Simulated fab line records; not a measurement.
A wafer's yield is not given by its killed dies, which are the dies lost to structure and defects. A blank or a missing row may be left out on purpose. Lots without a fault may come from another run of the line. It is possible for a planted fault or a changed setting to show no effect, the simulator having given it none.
What tool caused it? | flow sky130 | at 1 step of a route of 708, 12 lots with 36 wafers sampled

== WHAT EACH GAUGE READ, for each wafer ==
SKY_POLY_GATE_CD_MEAS_13: target cd 150 nm.
lot  | measured     | on       | cdNm (nm)
L528 | day 16 11:05 | cdSem-02 | 151.0 150.3 151.4
L530 | day 17 03:46 | cdSem-02 | 150.6 150.6 151.3
L534 | day 18 16:43 | cdSem-02 | 150.6 151.6 151.3
L535 | day 19 05:56 | cdSem-02 | 150.0 152.2 150.9
L536 | day 19 17:22 | cdSem-01 | 150.2 149.4 150.0
L537 | day 20 08:39 | cdSem-01 | 150.7 149.6 150.2
L542 | day 22 05:37 | cdSem-01 | 149.9 150.1 151.4
L545 | day 22 18:01 | cdSem-01 | 150.1 152.4 149.6
L546 | day 23 04:57 | cdSem-02 | 150.7 152.4 150.6
L548 | day 23 15:58 | cdSem-02 | 149.7 149.7 149.6
L547 | day 23 18:08 | cdSem-01 | 149.0 150.1 149.0
L550 | day 24 09:30 | cdSem-01 | 149.8 151.1 151.5

== EACH LOT AND THE TOOL THAT RAN IT (in order: tool; ch and the chambers of the sampled wafers; start) ==
No process step before these readings appears in the record.

== WHAT THE TOOLS THEMSELVES READ (means of the sampled wafers that have a number; where no wafer has one, the mark that the record gives instead) ==
The record holds no such reading with a usual standard deviation.

== THE ANSWER, worked out from the rows above alone ==
Rule: the usual values come from the lots themselves. Put in order of their means at a reading, lots are off if they are a third of the lots or fewer, leave a main group of 4 or more, and stand apart from it by a gap of 3 or more times the standard deviation of the main group's means; of several such gaps the widest counts. Not used: any main group whose means are identical at the precision the tables above print for the reading. Also off: a lot with no number at a reading for which 4 or more lots have one. Where the step has rows for the other lots, those lots are counted as sound. The gauges are gone through in route order, then the tools' own readings, and for those a lot's mean is taken as printed above. The first step at which some lot is off is used, and at that step the reading that is off furthest; a lot without a number counts as furthest.
None of the lots is off at any reading shown; this tells nothing.

== WHAT THE SIMULATOR HAD INSERTED ==
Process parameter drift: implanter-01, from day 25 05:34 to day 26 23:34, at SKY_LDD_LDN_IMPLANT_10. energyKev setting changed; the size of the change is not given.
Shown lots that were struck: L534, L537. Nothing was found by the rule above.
